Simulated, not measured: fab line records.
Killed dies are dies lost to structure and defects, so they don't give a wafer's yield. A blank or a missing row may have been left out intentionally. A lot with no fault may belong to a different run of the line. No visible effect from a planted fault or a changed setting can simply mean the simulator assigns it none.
A struck lot beside a sound one | flow sky130 | 21 out of 708 route steps
Sound: the wafers L319.3, L319.4, L319.6. Wafers struck: L322.2, L322.4, L322.6. The cause comes at the end.
Each step with rows lists, per side, the tool, then ch with its chambers, then its first start. Under that, the readings that differ: sound wafers | struck wafers | difference of the means | sigmas: that difference in standard deviations of wafers without a fault.
alike: a reading whose means differ by less than 2 such deviations, as well as words and numbers matching on both sides. not compared: withheld readings; readings where some wafer has no value; bounds like >300 that might hide an equal value; numbers whose values overlap and for which the record gives no deviation.
Wherever a step has rows on one side only, a row that says differs or no value, or a row with sigmas, the two part there. When numbers do not overlap yet have no deviation, they are printed without sigmas and do not part them. Lack of a reading on every wafer of one side parts them only where that side has two or more wafers.

first, 4 steps without rows for these wafers: SKY_METAL2_STRIP_21 (strips in post etch residue remover, time 1200 s); SKY_METAL2_CLEAN_22 (cleans in IPA, time 180 s); SKY_METAL2_CLEAN_23 (cleans in O3/DIW); SKY_VIA2_HDPCVD_00 (deposits SiO2, target thk 1180 nm, time 196.7 s).
SKY_VIA2_THK_MEAS_01:
  sound on film-metro-01 at day 34 22:16; struck on film-metro-02 at day 36 08:46
  alike: VIA2_HDPCVD_THK
SKY_VIA2_CMP_02: polishes SiO2.
  sound on cmp-02 ch 1,3, day 34 22:21; struck on cmp-02 ch 0,1,3, day 36 08:49
  alike: motor-current-A
SKY_VIA2_BOW_MEAS_03:
  sound on film-metro-02 at day 34 22:38; struck on film-metro-01 at day 36 09:08
  alike: VIA2_BOW
then, 5 steps without rows for these wafers: SKY_VIA2_DEHYDRATE_04 (time 60 s); SKY_VIA2_HMDS_05 (prime time 60 s); SKY_VIA2_COAT_06 (resist thk 60 nm); SKY_VIA2_COAT_07 (resist thk 450 nm); SKY_VIA2_SOFTBAKE_08 (time 90 s).
SKY_VIA2_EXPOSE_09: exposes mask VIM2, target cd 200 nm.
  sound on krf-scanner-01 ch 0, day 35 11:34; struck on krf-scanner-01 ch 0, day 36 22:44
  alike: mask
after that, 1 step had no rows for these wafers: SKY_VIA2_PEB_10.
SKY_VIA2_DEVELOP_11: develop time 60 s.
  sound on litho-track-03 ch 0; struck on litho-track-04 ch 0
  reading               | sound             | struck            | difference | sigmas
  model.VIA2.cd-nm (nm) | 198.8 198.4 198.5 | 170.7 156.6 153.3 | -38.4      |
SKY_VIA2_CD_MEAS_12 targets a cd of 200 nm.
  sound on cd-sem-02 at day 36 01:43; struck on cd-sem-02 at day 37 10:55
  reading    | sound             | struck            | difference | sigmas
  cd-nm (nm) | 198.8 198.6 198.3 | 170.5 156.5 153.6 | -38.4      | -30
SKY_VIA2_OVL_MEAS_13:
  sound on overlay-01 at day 36 01:49; struck on overlay-02 at day 37 11:01
  alike: VIA2_OVL
SKY_VIA2_ETCH_14: etches BARC in N2/H2, stops on SiO2, time 45.9 s, target depth 60 nm.
  sound on rie-diel-02 ch 0,1, day 36 01:50; struck on rie-diel-04 ch 0,3, day 37 11:02
  reading               | sound             | struck            | difference | sigmas
  oes-product-au (a.u.) | 0.862 0.858 0.866 | 0.855 0.850 0.851 | -0.010     | -2
  alike: drypump-motor-current-A, throttle-valve-pct
  not compared: rf-hours-counter-h
SKY_VIA2_ETCH_15: etches SiO2 in C4F8/O2/Ar, stops on TiN, target depth 546 nm, time 84 s.
  sound on rie-diel-02 ch 0,1, day 36 01:52; struck on rie-diel-04 ch 0,3, day 37 11:05
  reading               | sound             | struck            | difference | sigmas
  model.VIA2.cd-nm (nm) | 200.7 201.4 201.2 | 173.7 157.4 154.4 | -39.3      |
  alike: oes-product-au
  not compared: rf-hours-counter-h
SKY_VIA2_STRIP_16: strips in O2/N2.
  sound on plasma-asher-04 ch 0,1, day 36 01:58; struck on plasma-asher-01 ch 0,1, day 37 11:09
  alike: drypump-motor-current-A, oes-product-au, strip-time-to-endpoint-s
  not compared: rf-hours-counter-h
-- the record jumps here: 9 days lie between the struck wafers' starts before and after (it left off in module VIA2 and takes up again in module PAD_OPEN, whose first step shown is number 708 of the route) --
SKY_PAD_OPEN_PROBE_99:
  sound on prober-02 at day 45 15:20; struck on prober-01 at day 46 17:23
  reading                  | sound          | struck         | difference | sigmas
  defect-limited-yield (%) | 86.4 81.7 82.3 | 78.3 10.6 3.9  | -52.5      | -31
  killed_at_M0_to_M3       | 33 50 44       | 69 404 415     | +254       | +41
  killed-dies              | 67 90 87       | 107 440 473    | +259       | +31
  killed-on-rim            | 12 22 17       | 15 64 81       | +36        | +10
  sort_bin_5_function (%)  | 6.7 10.4 10.8  | 14.6 82.5 88.4 | +52.5      | +40
  sort-n-pass              | 425 402 405    | 385 52 19      | -259       | -31
  sort-yield-pct (%)       | 86.4 81.7 82.3 | 78.3 10.6 3.9  | -52.5      | -31
  alike: killed_at_M4_up, killed-at-contacts, killed-at-front-end, killed-at-other, killed-open, killed-short, sort_bin_3_pad_short, sort_bin_6_memory

## WHERE THEY PART
At SKY_VIA2_CD_MEAS_12 first; at SKY_PAD_OPEN_PROBE_99 last (within this record only).

WHY: what the simulator had put in
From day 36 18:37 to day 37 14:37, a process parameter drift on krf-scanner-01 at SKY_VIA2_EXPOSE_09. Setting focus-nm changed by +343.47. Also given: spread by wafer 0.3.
